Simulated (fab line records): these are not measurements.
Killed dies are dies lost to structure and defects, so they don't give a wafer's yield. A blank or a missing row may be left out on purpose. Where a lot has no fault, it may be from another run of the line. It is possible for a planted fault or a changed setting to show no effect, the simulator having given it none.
Chamber matching	flow sky130	rie-diel-03 running SKY_VIA1_ETCH_14: 4 sister chambers
The step etches BARC in N2/H2, stops on SiO2, time 45.9 s, target depth 60 nm. 14 wafers are shown with their chamber, then 6 later ones without.

## WAFERS, EACH WITH ITS CHAMBER
wafer	chamber	drypump-motor-current-A (A)	oes-product-au (a.u.)	chamber-pressure-mTorr (mTorr)
L901.3	3	4.8	0.866	30.005
L901.4	0	6.1	0.855	30.067
L901.5	3	4.8	0.858	30.049
L902.3	0	6.1	0.850	30.048
L902.4	3	4.8	0.856	30.020
L902.6	2	5.7	0.846	29.992
L905.2	3	4.7	0.858	29.981
L905.4	0	6.1	0.853	29.993
L905.5	1	5.8	0.853	29.997
L906.1	1	5.8	0.856	30.004
L906.2	0	6.1	0.862	29.979
L906.3	2	5.7	0.854	29.997
L912.3	1	5.8	0.865	30.017
L912.6	1	5.8	0.854	29.984

SIGNATURES (averages over the wafers above)
reading	chamber 0	chamber 1	chamber 2	chamber 3	scatter within a chamber
drypump-motor-current-A	6.100	5.800	5.700	4.775	0.0274
oes-product-au	0.85500	0.85700	0.85000	0.85950	0.00509
chamber-pressure-mTorr	30.02175	30.00050	29.99450	30.01375	0.029
Rule: for each reading, subtract the chamber's mean from the wafer's reading, divide by that reading's scatter and square the result; add these up over the readings and take the root, which gives the wafer's distance from the chamber. The wafer belongs to the nearest chamber; if the next one is less than 2 further off, it can't be placed. The scatter is the square root of a quotient: the sum, over the shown wafers, of each reading's squared deviation from its chamber's mean, divided by wafers minus chambers.

## WAFERS WHOSE CHAMBER IS MISSING
wafer	drypump-motor-current-A (A)	oes-product-au (a.u.)	chamber-pressure-mTorr (mTorr)
L919.2	4.8	0.849	29.967
L919.3	5.9	0.855	29.970
L919.5	5.8	0.855	29.979
L921.4	5.7	0.851	29.998
L921.5	5.7	0.856	29.994
L921.6	4.8	0.847	29.980

## CHAMBER TAKEN BY EACH
wafer	from the rows above	in truth
L919.2	3	3
L919.3	1	1
L919.5	1	1
L921.4	2	2
L921.5	2	2
L921.6	3	3
Correct placement for 6 of the 6. From these rows, 0 cannot be placed. Wrongly placed: 0.
